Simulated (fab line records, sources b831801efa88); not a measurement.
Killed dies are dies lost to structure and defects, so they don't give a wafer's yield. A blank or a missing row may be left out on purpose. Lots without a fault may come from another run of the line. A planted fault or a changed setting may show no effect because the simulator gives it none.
Problem report in the 8D (eight disciplines) form, filled by code | flow sfq_line | the parts of the form that need people (team, actions taken, sign-off) are left out

1. THE PROBLEM
heater_power_total_W at SFQ_TRILAYER_I2_VIA_LITHO_PEB_070 reads a mean of 74.80 W on 9 wafers of 3 lots; wafers without a fault read 79.15 W with a standard deviation of 0.072. That is -60 standard deviations from the usual mean.
The step: peb time 60 s.
First seen on wafer L160.1, day 43 13:58, on litho_track-03. The record holds 45 wafers of 15 lots with a number at this step. Rule for "out", or "out of limits": more than 4 standard deviations from the usual mean. The other wafers with a number count as sound.

2. WHAT IT IS AND WHAT IT IS NOT
question                    | is                                 | is not
which readings at this step | heater_power_total_W, plate_temp_C | -
which lots                  | L160, L161, L163                   | L143, L144, L145, L147, L148, L151, L152, L153, L154, L162, L164, L165
which wafers of those lots  | all that have a number             | -
read on which tools         | litho_track-03                     | litho_track-02, litho_track-04
when                        | from day 43 13:58                  | up to then (27 sound wafers); but 9 sound wafers of L162, L164, L165 came after

3. SUSPECTS, AND WHAT RULES EACH OUT
Counting: a tool at a process step up to the reading stays a suspect if it ran every lot that is out and no sound lot after the first of them.
- litho_track-03 at SFQ_TRILAYER_I2_VIA_LITHO_PEB_070 (peb time 60 s): kept. It ran every lot that is out, first L160 (day 43 13:58), and no sound lot after that; its last sound lot up to then is L153 (day 41 04:13). Its own readings are out on those wafers: heater_power_total_W, plate_temp_C.
Left after counting: litho_track-03 at SFQ_TRILAYER_I2_VIA_LITHO_PEB_070.

4. THE CAUSE (what the simulator had put in)
Process parameter drift: litho_track-03, from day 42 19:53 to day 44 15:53, at SFQ_TRILAYER_I2_VIA_LITHO_PEB_070. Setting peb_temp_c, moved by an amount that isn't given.
Counting left only this tool.

5. THE CHAIN OF EFFECTS, in route order
Each row: a reading whose mean over the struck wafers that have a number lies more than 3 standard deviations from the usual. Only readings for which the record gives a usual standard deviation are gone through. hours: the time from each lot's start at the first step in this table that gives one to its start at this step, as a median over the lots. sigmas: the change in usual standard deviations.
hours | step                              | reading              | usual    | on struck wafers | change | sigmas
0     | SFQ_TRILAYER_I2_VIA_LITHO_PEB_070 | heater_power_total_W | 79.15 W  | 74.80            | -4.35  | -60
0     | SFQ_TRILAYER_I2_VIA_LITHO_PEB_070 | plate_temp_C         | 115.02 C | 110.22           | -4.80  | -34
The process steps in it:
- SFQ_TRILAYER_I2_VIA_LITHO_PEB_070: peb time 60 s.

6. WHAT WOULD HAVE CAUGHT IT SOONER
In this record the first reading out of limits was taken at day 43 13:58, 18 hours after the fault began at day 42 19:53.
